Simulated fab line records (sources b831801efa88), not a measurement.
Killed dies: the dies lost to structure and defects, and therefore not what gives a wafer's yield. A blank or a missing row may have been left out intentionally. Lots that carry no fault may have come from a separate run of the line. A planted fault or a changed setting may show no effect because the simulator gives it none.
fab line records -- flow sky130
record lots=6, wafers=16, last_day=50
route steps=708 shown LOCAL_INTERCONNECT@396 CONTACT@406
lots that met no fault: from a run of the same line without faults
start_h: start of the lot's first displayed wafer, in hours after the record's first day -- wait_h: time in hours since the lot's previous step -- " unchanged from the row above -- L1.1+2: one row covering several wafers at once -- - no value present, or no start provided -- * or withheld: withheld -- < > ~ a bound
route shown NAME@n: NAME is a module with steps in the file, n the number in the route of the first one -- usual: average and standard deviation across the fault-free wafers -- same: alike in all rows -- chamber/n: place in a boat -- sites: the reading at each site -- _std_site: the values' standard deviation -- _edge_site: outer sites' mean less inner sites' -- radius_mm: how far each site lies from the wafer's centre -- mask NAME#n: copy n -- behind: the tool/chamber that last shaped the wafer -- hold: cause of the lot's hold/its duration in hours/its outcome -- device: which transistor (n, p or np) failed to switch -- end of line: the tests these same wafers got at the end of their route -- for a step that has no rows: nothing shown but its recipe -- killed: count of dies lost to structure and defects at first sort (not the wafer's yield) -- map: a wafer's dies, x killed, . not, _ none there
set.NAME: the run value of the setting; set.NAME@STEP: its run value at that earlier step -- model.NAME: the simulator's own value behind a step, which no gauge read
lots at some steps of the route; a table a step, a row a wafer
services: when a tool's chamber went out of use (start_h, in hours from the record's first day, below 0 if earlier), for how many hours, and the reason
## steps
# step SKY_LOCAL_INTERCONNECT_PEB_09
# recipe peb_temp_c=withheld, peb_time_s=withheld, resist=KrF-thick
# step SKY_LOCAL_INTERCONNECT_DEVELOP_10
# recipe develop_time_s=60, resist=KrF-thick, dev_temp_c=21
# step SKY_LOCAL_INTERCONNECT_CD_MEAS_11
# recipe target_cd_nm=170
# usual cd_nm=169.9/1.7
lot.wafer,tool,chamber,start_h,wait_h,cd_nm
L903.3,cd_sem-02,-,705.35,-,171.3
L903.4,cd_sem-02,-,705.35,-,171.4
L903.6,cd_sem-02,-,705.35,-,172.6
L904.1,cd_sem-02,-,714.21,-,171.2
L904.4,cd_sem-02,-,714.21,-,169.7
L904.6,cd_sem-02,-,714.21,-,170.2
L914.1,cd_sem-02,-,800.92,-,171.2
L914.3,cd_sem-02,-,800.92,-,169.0
L918.3,cd_sem-02,-,826.77,-,170.8
L918.4,cd_sem-02,-,826.77,-,171.1
L923.1,cd_sem-01,-,862.31,-,169.9
L923.3,cd_sem-01,-,862.31,-,169.4
L923.5,cd_sem-01,-,862.31,-,168.5
L925.3,cd_sem-01,-,886.87,-,170.5
L925.5,cd_sem-01,-,886.87,-,170.7
L925.6,cd_sem-01,-,886.87,-,172.6
# step SKY_LOCAL_INTERCONNECT_OVL_MEAS_12
# usual LOCAL_INTERCONNECT_OVL=-1/5
lot.wafer,tool,chamber,start_h,wait_h,LOCAL_INTERCONNECT_OVL[nm]
L903.3,overlay-02,-,705.45,0.1,-3
L903.4,overlay-02,-,705.45,0.1,-1
L903.6,overlay-02,-,705.45,0.1,2
L904.1,overlay-02,-,714.33,0.1,1
L904.4,overlay-02,-,714.33,0.1,10
L904.6,overlay-02,-,714.33,0.1,5
L914.1,overlay-02,-,801.04,0.1,-6
L914.3,overlay-02,-,801.04,0.1,-7
L918.3,overlay-02,-,826.87,0.1,-1
L918.4,overlay-02,-,826.87,0.1,0
L923.1,overlay-01,-,862.43,0.1,5
L923.3,overlay-01,-,862.43,0.1,2
L923.5,overlay-01,-,862.43,0.1,9
L925.3,overlay-01,-,886.97,0.1,4
L925.5,overlay-01,-,886.97,0.1,5
L925.6,overlay-01,-,886.97,0.1,-1
# step SKY_LOCAL_INTERCONNECT_ETCH_13
# recipe chemistry=N2/H2, target=BARC, ion_energy_ev=200, bias_w=100, pressure_mtorr=30, n2_flow_sccm=100, h2_flow_sccm=200, icp_w=500, stop_on=SiO2, time_s=45.9, target_depth_a=600
# usual drypump_motor_current_A=5.54/0.28, oes_product_au=0.855/0.0044, throttle_valve_pct=13.226/0.0081
lot.wafer,tool,chamber,start_h,wait_h,drypump_motor_current_A,oes_product_au,rf_hours_counter_h,throttle_valve_pct
L903.3,rie_metal-02,1,705.49,0.0,5.81,0.854,-,13.217
L903.4,rie_metal-02,0,705.49,0.0,5.30,0.857,-,13.230
L903.6,rie_metal-02,1,705.49,0.0,5.82,0.856,-,13.221
L904.1,rie_metal-04,1,714.36,0.0,5.27,0.858,0,13.243
L904.4,rie_metal-04,1,714.36,0.0,5.29,0.855,-,13.221
L904.6,rie_metal-04,1,714.36,0.0,5.24,0.863,-,13.237
L914.1,rie_metal-04,0,801.08,0.0,5.86,0.862,5,13.229
L914.3,rie_metal-04,1,801.08,0.0,5.24,0.859,-,13.228
L918.3,rie_metal-04,1,826.91,0.0,5.25,0.848,-,13.228
L918.4,rie_metal-04,0,826.91,0.0,5.85,0.851,-,13.229
L923.1,rie_metal-02,0,862.47,0.0,5.31,0.851,8,13.226
L923.3,rie_metal-02,0,862.47,0.0,5.31,0.849,-,13.235
L923.5,rie_metal-02,0,862.47,0.0,5.31,0.856,-,13.239
L925.3,rie_metal-02,1,887.01,0.0,5.84,0.858,-,13.226
L925.5,rie_metal-02,1,887.01,0.0,5.83,0.845,-,13.221
L925.6,rie_metal-02,0,887.01,0.0,5.28,0.860,-,13.231
# step SKY_LOCAL_INTERCONNECT_METAL_ETCH_14
# recipe target_depth_nm=110, stop_on=PSG, chemistry=Cl2/BCl3, target=TiN, resist_sidewall_deg=88, pressure_mtorr=10, icp_w=900, bias_w=48.5, Cl2_flow_sccm=60, bcl3_flow_sccm=30, time_s=31.4
# usual drypump_motor_current_A=5.54/0.28, oes_product_au=0.938/0.008, throttle_valve_pct=21.903/0.01
lot.wafer,tool,chamber,start_h,wait_h,drypump_motor_current_A,oes_product_au,rf_hours_counter_h,throttle_valve_pct
L903.3,rie_metal-02,1,705.55,0.0,5.79,0.942,-,21.921
L903.4,rie_metal-02,0,705.55,0.0,5.29,0.930,-,21.900
L903.6,rie_metal-02,1,705.55,0.0,5.80,0.934,-,21.912
L904.1,rie_metal-04,1,714.43,0.0,5.22,0.939,0,21.903
L904.4,rie_metal-04,1,714.43,0.0,5.24,0.932,-,21.901
L904.6,rie_metal-04,1,714.43,0.0,5.26,0.930,-,21.905
L914.1,rie_metal-04,0,801.14,0.0,5.84,0.935,5,21.900
L914.3,rie_metal-04,1,801.14,0.0,5.24,0.934,-,21.889
L918.3,rie_metal-04,1,826.97,0.0,5.21,0.919,-,21.924
L918.4,rie_metal-04,0,826.97,0.0,5.84,0.926,-,21.929
L923.1,rie_metal-02,0,862.60,0.1,5.29,0.954,8,21.897
L923.3,rie_metal-02,0,862.60,0.1,5.30,0.938,-,21.904
L923.5,rie_metal-02,0,862.60,0.1,5.28,0.945,-,21.894
L925.3,rie_metal-02,1,887.07,0.0,5.80,0.935,-,21.902
L925.5,rie_metal-02,1,887.07,0.0,5.81,0.937,-,21.930
L925.6,rie_metal-02,0,887.07,0.0,5.29,0.925,-,21.914
# step SKY_LOCAL_INTERCONNECT_STRIP_15
# recipe chemistry=O2/N2, power_w=1400, pressure_mtorr=1500, platen_temp_c=withheld, o2_flow_sccm=3000, n2_flow_sccm=300, overash_fraction=0.5
# usual drypump_motor_current_A=5.7/0.36, oes_product_au=0.426/0.0045, strip_time_to_endpoint_s=4.723/0.021
lot.wafer,tool,chamber,start_h,wait_h,drypump_motor_current_A,oes_product_au,rf_hours_counter_h,strip_time_to_endpoint_s
L903.3,plasma_asher-02,1,705.62,0.1,5.8,0.429,-,4.730
L903.4,plasma_asher-02,0,705.62,0.1,5.7,0.425,-,4.729
L903.6,plasma_asher-02,1,705.62,0.1,5.8,0.436,-,4.744
L904.1,plasma_asher-04,0,714.48,0.0,5.8,0.430,29,4.712
L904.4,plasma_asher-04,0,714.48,0.0,5.8,0.426,-,4.727
L904.6,plasma_asher-04,1,714.48,0.0,6.2,0.429,-,4.731
L914.1,plasma_asher-01,1,801.19,0.0,5.5,0.433,6,4.748
L914.3,plasma_asher-01,0,801.19,0.0,5.1,0.436,-,4.758
L918.3,plasma_asher-04,0,827.04,0.1,5.8,0.421,-,4.721
L918.4,plasma_asher-04,1,827.04,0.1,6.3,0.429,-,4.711
L923.1,plasma_asher-02,1,862.70,0.1,5.8,0.420,104,4.709
L923.3,plasma_asher-02,0,862.70,0.1,5.7,0.422,-,4.722
L923.5,plasma_asher-02,0,862.70,0.1,5.7,0.420,-,4.717
L925.3,plasma_asher-02,1,887.14,0.1,5.8,0.428,-,4.697
L925.5,plasma_asher-02,0,887.14,0.1,5.7,0.430,-,4.723
L925.6,plasma_asher-02,1,887.14,0.1,5.8,0.424,-,4.724
# step SKY_LOCAL_INTERCONNECT_STRIP_16
# recipe chemistry=post_etch_residue_remover, time_s=1200, temp_c=72.5
# step SKY_LOCAL_INTERCONNECT_CLEAN_17
# recipe chemistry=IPA, time_s=180, temp_c=25
# step SKY_LOCAL_INTERCONNECT_CLEAN_18
# recipe chemistry=O3/DIW, dry=n2_spin
# step SKY_CONTACT_CVD_00
# recipe material=Si3N4, target_thk_nm=75, temp_c=400, time_s=withheld, rf_w=450
# usual heater_power_w=724/81
lot.wafer,tool,chamber,start_h,wait_h,heater_power_w
L903.3,pecvd-04,0,706.18,0.0,631
L903.4,pecvd-04,0,706.18,0.0,647
L903.6,pecvd-04,1,706.18,0.0,712
L904.1,pecvd-03,0,715.07,0.0,685
L904.4,pecvd-03,0,715.07,0.0,671
L904.6,pecvd-03,2,715.07,0.0,580
L914.1,pecvd-04,0,801.79,0.0,612
L914.3,pecvd-04,1,801.79,0.0,702
L918.3,pecvd-01,2,827.94,0.0,752
L918.4,pecvd-01,0,827.94,0.0,829
L923.1,pecvd-03,0,863.35,0.0,694
L923.3,pecvd-03,2,863.35,0.0,631
L923.5,pecvd-03,2,863.35,0.0,613
L925.3,pecvd-04,1,887.70,0.0,824
L925.5,pecvd-04,2,887.70,0.0,673
L925.6,pecvd-04,0,887.70,0.0,687
# step SKY_CONTACT_THK_MEAS_01
# recipe reads=Si3N4_of_CONTACT_CVD_00
# usual CONTACT_CVD_00_THK=74.9/1
lot.wafer,tool,chamber,start_h,wait_h,CONTACT_CVD_00_THK[nm]
L903.3,film_metro-03,-,706.23,-,75.7
L903.4,film_metro-03,-,706.23,-,77.4
L903.6,film_metro-03,-,706.23,-,75.4
L904.1,film_metro-04,-,715.10,-,73.5
L904.4,film_metro-04,-,715.10,-,74.7
L904.6,film_metro-04,-,715.10,-,76.1
L914.1,film_metro-03,-,801.82,-,75.4
L914.3,film_metro-03,-,801.82,-,74.7
L918.3,film_metro-03,-,827.99,-,72.5
L918.4,film_metro-03,-,827.99,-,74.9
L923.1,film_metro-03,-,863.38,-,73.2
L923.3,film_metro-03,-,863.38,-,72.8
L923.5,film_metro-03,-,863.38,-,74.2
L925.3,film_metro-03,-,887.75,-,73.4
L925.5,film_metro-03,-,887.75,-,75.2
L925.6,film_metro-03,-,887.75,-,75.7
# step SKY_CONTACT_HDPCVD_02
# recipe material=SiO2, target_thk_nm=565, sigma_open_frac=0.3, time_s=94.2, temp_c=600, sih4_flow_sccm=60, pressure_mtorr=6
# usual run_length_s=122.1/0.5
lot.wafer,tool,chamber,start_h,wait_h,run_length_s,model.SiO2_of_CONTACT_HDPCVD_02.thk_nm
L903.3,hdpcvd-01,1,706.27,0.0,121.9,563
L903.4,hdpcvd-01,1,706.27,0.0,122.1,561.5
L903.6,hdpcvd-01,2,706.27,0.0,121.4,566.8
L904.1,hdpcvd-02,2,715.16,0.1,123.1,564.1
L904.4,hdpcvd-02,2,715.16,0.1,122.7,564.7
L904.6,hdpcvd-02,0,715.16,0.1,121.3,560.7
L914.1,hdpcvd-02,1,801.88,0.1,114.3,515.5
L914.3,hdpcvd-02,1,801.88,0.1,114.1,510.9
L918.3,hdpcvd-02,2,828.07,0.1,114.7,511.6
L918.4,hdpcvd-02,1,828.07,0.1,122.0,560.3
L923.1,hdpcvd-01,2,863.44,0.1,121.9,563.2
L923.3,hdpcvd-01,0,863.44,0.1,121.9,567.7
L923.5,hdpcvd-01,2,863.44,0.1,122.3,565.6
L925.3,hdpcvd-01,1,887.79,0.0,121.8,555.3
L925.5,hdpcvd-01,0,887.79,0.0,122.6,557.7
L925.6,hdpcvd-01,1,887.79,0.0,122.1,555.1
# step SKY_CONTACT_THK_MEAS_03
# recipe reads=SiO2_of_CONTACT_HDPCVD_02
# usual CONTACT_HDPCVD_THK=561/5.2
lot.wafer,tool,chamber,start_h,wait_h,CONTACT_HDPCVD_THK[nm]
L903.3,film_metro-04,-,706.36,0.1,563
L903.4,film_metro-04,-,706.36,0.1,562
L903.6,film_metro-04,-,706.36,0.1,567
L904.1,film_metro-01,-,715.23,0.0,564
L904.4,film_metro-01,-,715.23,0.0,565
L904.6,film_metro-01,-,715.23,0.0,561
L914.1,film_metro-04,-,801.98,0.1,516
L914.3,film_metro-04,-,801.98,0.1,511
L918.3,film_metro-04,-,828.15,0.1,511
L918.4,film_metro-04,-,828.15,0.1,560
L923.1,film_metro-04,-,863.51,0.0,563
L923.3,film_metro-04,-,863.51,0.0,568
L923.5,film_metro-04,-,863.51,0.0,566
L925.3,film_metro-04,-,887.88,0.1,555
L925.5,film_metro-04,-,887.88,0.1,558
L925.6,film_metro-04,-,887.88,0.1,555
# step SKY_CONTACT_CMP_04
# recipe material=SiO2, down_force_psi=4, platen_rpm=60, pad_velocity_m_s=0.94248
# usual motor_current_A=12.3/1.1, time_to_endpoint_s=82/4.3
lot.wafer,tool,chamber,start_h,wait_h,motor_current_A,time_to_endpoint_s
L903.3,cmp-01,0,706.45,0.1,12.6,84
L903.4,cmp-01,2,706.45,0.1,12.9,81
L903.6,cmp-01,3,706.45,0.1,12.4,82
L904.1,cmp-02,1,715.29,0.1,14.2,85
L904.4,cmp-02,3,715.29,0.1,11.0,88
L904.6,cmp-02,1,715.29,0.1,13.8,80
L914.1,cmp-02,2,802.21,0.2,11.7,67
L914.3,cmp-02,3,802.21,0.2,11.2,62
L918.3,cmp-02,3,828.19,0.0,11.0,62
L918.4,cmp-02,0,828.19,0.0,11.5,76
L923.1,cmp-01,3,863.57,0.1,11.8,82
L923.3,cmp-01,0,863.57,0.1,11.1,83
L923.5,cmp-01,3,863.57,0.1,12.0,81
L925.3,cmp-01,1,888.08,0.2,12.2,78
L925.5,cmp-01,2,888.08,0.2,12.0,82
L925.6,cmp-01,3,888.08,0.2,12.0,80
# step SKY_CONTACT_BOW_MEAS_05
# recipe mode=bow
# usual CONTACT_BOW=81/7
lot.wafer,tool,chamber,start_h,wait_h,CONTACT_BOW[um]
L903.3,film_metro-03,-,706.74,0.2,82
L903.4,film_metro-03,-,706.74,0.2,81
L903.6,film_metro-03,-,706.74,0.2,81
L904.1,film_metro-04,-,715.59,0.2,82
L904.4,film_metro-04,-,715.59,0.2,78
L904.6,film_metro-04,-,715.59,0.2,69
L914.1,film_metro-01,-,802.46,0.2,78
L914.3,film_metro-01,-,802.46,0.2,80
L918.3,film_metro-01,-,828.53,0.3,76
L918.4,film_metro-01,-,828.53,0.3,82
L923.1,film_metro-03,-,863.87,0.2,90
L923.3,film_metro-03,-,863.87,0.2,88
L923.5,film_metro-03,-,863.87,0.2,64
L925.3,film_metro-04,-,888.27,0.1,80
L925.5,film_metro-04,-,888.27,0.1,72
L925.6,film_metro-04,-,888.27,0.1,80
## services
tool,chamber,start_h,hours,kind
hdpcvd-01,0,689.20,4.0,repair
cmp-02,-,701.62,5.2,repair
cmp-01,-,716.51,2.1,repair
cmp-01,-,720.04,0.2,repair
cmp-01,-,722.58,5.3,pm
hdpcvd-01,1,727.54,4.3,repair
rie_metal-02,0,730.05,3.7,repair
plasma_asher-02,-,731.80,2.3,repair
cmp-02,-,744.14,4.0,pm
rie_metal-02,-,748.84,2.8,pm
cmp-01,-,762.99,31.6,pm
hdpcvd-01,1,764.83,16.7,repair
hdpcvd-02,0,779.83,58.9,repair
cmp-02,-,794.59,6.5,pm
rie_metal-02,1,795.94,5.3,repair
cmp-01,-,797.93,1.4,repair
rie_metal-02,0,799.55,5.7,repair
cmp-01,-,803.40,0.2,repair
rie_metal-02,-,804.40,1.4,pm
hdpcvd-01,-,805.18,0.7,repair
rie_metal-04,-,827.30,1.4,pm
cmp-01,-,827.74,20.7,repair
plasma_asher-02,-,864.36,2.8,pm
hdpcvd-01,2,870.17,2.7,repair
## key
first_sign step=SKY_CONTACT_HDPCVD_02, reading=run_length_s, direction=down, sigmas=15, usual=*, struck=*
effect step=SKY_CONTACT_THK_MEAS_03, reading=CONTACT_HDPCVD_THK, direction=down, sigmas=9.4, usual=561, struck=513
effect step=SKY_CONTACT_CMP_04, reading=time_to_endpoint_s, direction=down, sigmas=4.3, usual=*, struck=*
model_effect step=SKY_CONTACT_HDPCVD_02, value=SiO2_of_CONTACT_HDPCVD_02.thk_nm, without=560.3, struck=512.7
met_at SKY_CONTACT_HDPCVD_02
struck_wafers L914.1,L914.3,L918.3
tester_left_out L914,L918
onset_between 715.16 801.88
fault kind=process_parameter_drift, tool=hdpcvd-02, chamber=-, onset_h=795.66, steps=SKY_CONTACT_HDPCVD_02, channel=time_s, offset=*, shape=step, end_h=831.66, scope=struck_wafers_only, acts_in=*, stated=*
# tester_left_out: of these lots the tester's yield and bins aren't shown, on N5 and GAA mostly nor the transistor test; their killed dies are dies lost to structure and defects alone, not to doping, threshold or leakage, so they don't give the yield
